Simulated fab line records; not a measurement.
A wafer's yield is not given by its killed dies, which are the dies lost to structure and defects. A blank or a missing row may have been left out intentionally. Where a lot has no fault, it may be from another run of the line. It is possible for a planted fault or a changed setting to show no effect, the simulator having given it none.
Which of the tools did it? / flow sky130 / 11 lots with 33 wafers sampled at 4 steps, on a route of 708 steps

## WHAT THE GAUGES READ, wafer by wafer
SKY_PAD_OPEN_BOW_MEAS_13.
lot=L536; measured=day 45 21:47; on=film-metro-03; PAD_OPEN_BOW (um)=48 60 53
lot=L537; measured=day 46 05:34; on=film-metro-04; PAD_OPEN_BOW (um)=39 47 43
lot=L538; measured=day 46 10:39; on=film-metro-04; PAD_OPEN_BOW (um)=50 59 53
lot=L539; measured=day 46 15:19; on=film-metro-03; PAD_OPEN_BOW (um)=50 45 37
lot=L545; measured=day 47 20:25; on=film-metro-03; PAD_OPEN_BOW (um)=54 58 47
lot=L552; measured=day 49 19:55; on=film-metro-03; PAD_OPEN_BOW (um)=32 34 43
lot=L554; measured=day 50 09:02; on=film-metro-04; PAD_OPEN_BOW (um)=40 49 49
lot=L555; measured=day 50 12:49; on=film-metro-04; PAD_OPEN_BOW (um)=46 32 43
lot=L557; measured=day 50 15:53; on=film-metro-01; PAD_OPEN_BOW (um)=49 50 57
lot=L558; measured=day 50 15:49; on=film-metro-03; PAD_OPEN_BOW (um)=55 33 54
lot=L559; measured=day 50 18:17; on=film-metro-01; PAD_OPEN_BOW (um)=40 35 45

## WHICH TOOL RAN EACH LOT (tool, then ch and the chambers of the sampled wafers, then the start)
lot=L536; SKY_VIA4_STRIP_13=plasma-asher-04 ch 0,1, day 42 23:23; SKY_METAL5_SPUTTER_02=pvd-sputter-04, day 43 01:02; SKY_PAD_OPEN_STRIP_08=plasma-asher-01 ch 0,1, day 45 19:37
lot=L537; SKY_VIA4_STRIP_13=plasma-asher-02 ch 0,1, day 43 07:29; SKY_METAL5_SPUTTER_02=pvd-sputter-03, day 43 08:49; SKY_PAD_OPEN_STRIP_08=plasma-asher-02 ch 0,1, day 46 03:25
lot=L538; SKY_VIA4_STRIP_13=plasma-asher-03 ch 0,1, day 43 11:53; SKY_METAL5_SPUTTER_02=pvd-sputter-03, day 43 13:15; SKY_PAD_OPEN_STRIP_08=plasma-asher-02 ch 1, day 46 08:32
lot=L539; SKY_VIA4_STRIP_13=plasma-asher-04 ch 0, day 43 17:56; SKY_METAL5_SPUTTER_02=pvd-sputter-02, day 43 19:19; SKY_PAD_OPEN_STRIP_08=plasma-asher-01 ch 0,1, day 46 13:11
lot=L545; SKY_VIA4_STRIP_13=plasma-asher-02 ch 0,1, day 45 03:40; SKY_METAL5_SPUTTER_02=pvd-sputter-02, day 45 05:01; SKY_PAD_OPEN_STRIP_08=plasma-asher-04 ch 0,1, day 47 18:19
lot=L552; SKY_VIA4_STRIP_13=plasma-asher-03 ch 0,1, day 47 05:43; SKY_METAL5_SPUTTER_02=pvd-sputter-03, day 47 07:12; SKY_PAD_OPEN_STRIP_08=plasma-asher-01 ch 0,1, day 49 16:41
lot=L554; SKY_VIA4_STRIP_13=plasma-asher-03 ch 0,1, day 48 01:23; SKY_METAL5_SPUTTER_02=pvd-sputter-04, day 48 02:46; SKY_PAD_OPEN_STRIP_08=plasma-asher-01 ch 0,1, day 50 06:56
lot=L555; SKY_VIA4_STRIP_13=plasma-asher-04 ch 0,1, day 48 03:47; SKY_METAL5_SPUTTER_02=pvd-sputter-04, day 48 05:14; SKY_PAD_OPEN_STRIP_08=plasma-asher-02 ch 0,1, day 50 10:44
lot=L557; SKY_VIA4_STRIP_13=plasma-asher-02 ch 0,1, day 48 06:16; SKY_METAL5_SPUTTER_02=pvd-sputter-02, day 48 07:59; SKY_PAD_OPEN_STRIP_08=plasma-asher-04 ch 0,1, day 50 13:34
lot=L558; SKY_VIA4_STRIP_13=plasma-asher-04 ch 0,1, day 48 06:32; SKY_METAL5_SPUTTER_02=pvd-sputter-04, day 48 07:56; SKY_PAD_OPEN_STRIP_08=plasma-asher-04 ch 0,1, day 50 12:41
lot=L559; SKY_VIA4_STRIP_13=plasma-asher-04 ch 0,1, day 48 10:44; SKY_METAL5_SPUTTER_02=pvd-sputter-02, day 48 12:04; SKY_PAD_OPEN_STRIP_08=plasma-asher-04 ch 0,1, day 50 16:10
- SKY_VIA4_STRIP_13: strips in O2/N2.
- SKY_METAL5_SPUTTER_02: material AlCu, target thk 1150 nm, time 61.2 s.
- SKY_PAD_OPEN_STRIP_08: strips in O2/N2.

## THE ANSWER, worked out from the rows above alone
Rule: what is usual is taken from the lots themselves. The widest of any qualifying gaps counts: lots, ordered by their means at a reading, are off when they make up no more than a third of the lots, leave a main group of 4 or more, and stand apart from it by 3 or more times the standard deviation of that group's means. The tables above print the reading to a certain number of digits; a main group whose means all agree to those digits is not used. A lot without any number at a reading at which 4 lots or more have one is off too. The other lots that the step has rows for count as sound.
Nothing can be told from this: no lot is off at any reading shown.

## WHAT THE SIMULATOR PUT IN
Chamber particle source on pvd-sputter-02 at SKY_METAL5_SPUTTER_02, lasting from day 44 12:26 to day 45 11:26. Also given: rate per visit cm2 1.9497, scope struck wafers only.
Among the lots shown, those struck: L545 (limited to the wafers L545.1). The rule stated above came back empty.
